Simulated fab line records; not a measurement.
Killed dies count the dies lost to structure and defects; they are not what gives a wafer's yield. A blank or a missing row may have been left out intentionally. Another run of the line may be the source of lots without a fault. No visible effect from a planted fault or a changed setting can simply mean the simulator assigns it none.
Chamber matching | flow sky130 | 4 sister chambers for SKY_SONOS_ONO_ETCH_15 on rie diel-04
The step etches the open film in CHF3/O2, target depth 19.52 nm, time 7.8 s. 22 wafers are shown with their chamber, then 11 later ones without.

== WAFERS, EACH WITH ITS CHAMBER ==
wafer  | chamber | drypump motor current A (A) | oes product au (a.u.) | throttle valve pct (%)
L074.1 | 3       | 5.4                         | 1.007                 | 8.827
L074.2 | 0       | 5.5                         | 0.976                 | 8.819
L074.6 | 3       | 5.4                         | 1.010                 | 8.838
L082.1 | 2       | 5.7                         | 1.017                 | 8.829
L082.2 | 3       | 5.5                         | 1.000                 | 8.821
L082.5 | 1       | 5.1                         | 1.006                 | 8.835
L083.3 | 0       | 5.5                         | 0.977                 | 8.814
L083.4 | 2       | 5.7                         | 1.023                 | 8.832
L083.6 | 1       | 5.0                         | 1.009                 | 8.829
L084.4 | 2       | 5.7                         | 1.019                 | 8.846
L084.5 | 0       | 5.5                         | 0.986                 | 8.825
L084.6 | 3       | 5.5                         | 0.991                 | 8.831
L085.2 | 2       | 5.7                         | 1.019                 | 8.817
L085.4 | 3       | 5.5                         | 0.997                 | 8.828
L085.6 | 1       | 5.0                         | 0.992                 | 8.806
L086.2 | 1       | 5.0                         | 1.005                 | 8.813
L086.3 | 2       | 5.7                         | 1.012                 | 8.817
L086.6 | 3       | 5.5                         | 1.006                 | 8.820
L089.3 | 1       | 5.0                         | 1.006                 | 8.812
L089.4 | 0       | 5.5                         | 0.974                 | 8.811
L089.6 | 3       | 5.5                         | 0.998                 | 8.827
L093.3 | 3       | 5.4                         | 0.999                 | 8.831

SIGNATURES (averages over the wafers above)
reading                 | chamber 0 | chamber 1 | chamber 2 | chamber 3 | scatter within a chamber
drypump motor current A | 5.500     | 5.020     | 5.700     | 5.463     | 0.0386
oes product au          | 0.97825   | 1.00360   | 1.01800   | 1.00100   | 0.00576
throttle valve pct      | 8.81725   | 8.81900   | 8.82820   | 8.82787   | 0.00924
Rule: for each reading, subtract the chamber's mean from the wafer's reading, divide by that reading's scatter and square the result; add these up over the readings and take the root, which gives the wafer's distance from the chamber. If the next closest chamber is less than 2 further off than the closest, the wafer can't be placed; otherwise it belongs to the closest. The scatter: take each reading less its chamber's mean, square it, sum over the shown wafers, divide by the number of wafers less the number of chambers, and take the root.

== WAFERS WITH NO CHAMBER GIVEN ==
wafer  | drypump motor current A (A) | oes product au (a.u.) | throttle valve pct (%)
L093.4 | 5.0                         | 1.014                 | 8.813
L093.6 | 5.0                         | 1.019                 | 8.829
L094.1 | 5.7                         | 1.015                 | 8.821
L094.3 | 5.5                         | 0.971                 | 8.809
L094.6 | 5.7                         | 1.017                 | 8.851
L095.2 | 5.1                         | 1.004                 | 8.837
L095.3 | 5.5                         | 1.006                 | 8.821
L095.4 | 5.5                         | 0.976                 | 8.818
L097.3 | 5.0                         | 1.006                 | 8.825
L097.4 | 5.5                         | 1.008                 | 8.802
L097.5 | 5.7                         | 1.018                 | 8.823

== THE CHAMBER EACH PASSED THROUGH ==
wafer  | from the rows above | in truth
L093.4 | 1                   | 1
L093.6 | 1                   | 1
L094.1 | 2                   | 2
L094.3 | 0                   | 0
L094.6 | 2                   | 2
L095.2 | 1                   | 1
L095.3 | 3                   | 3
L095.4 | 0                   | 0
L097.3 | 1                   | 1
L097.4 | 3                   | 3
L097.5 | 2                   | 2
Correctly placed: 11 of 11. Not placeable from these rows: 0. Wrongly placed: 0.
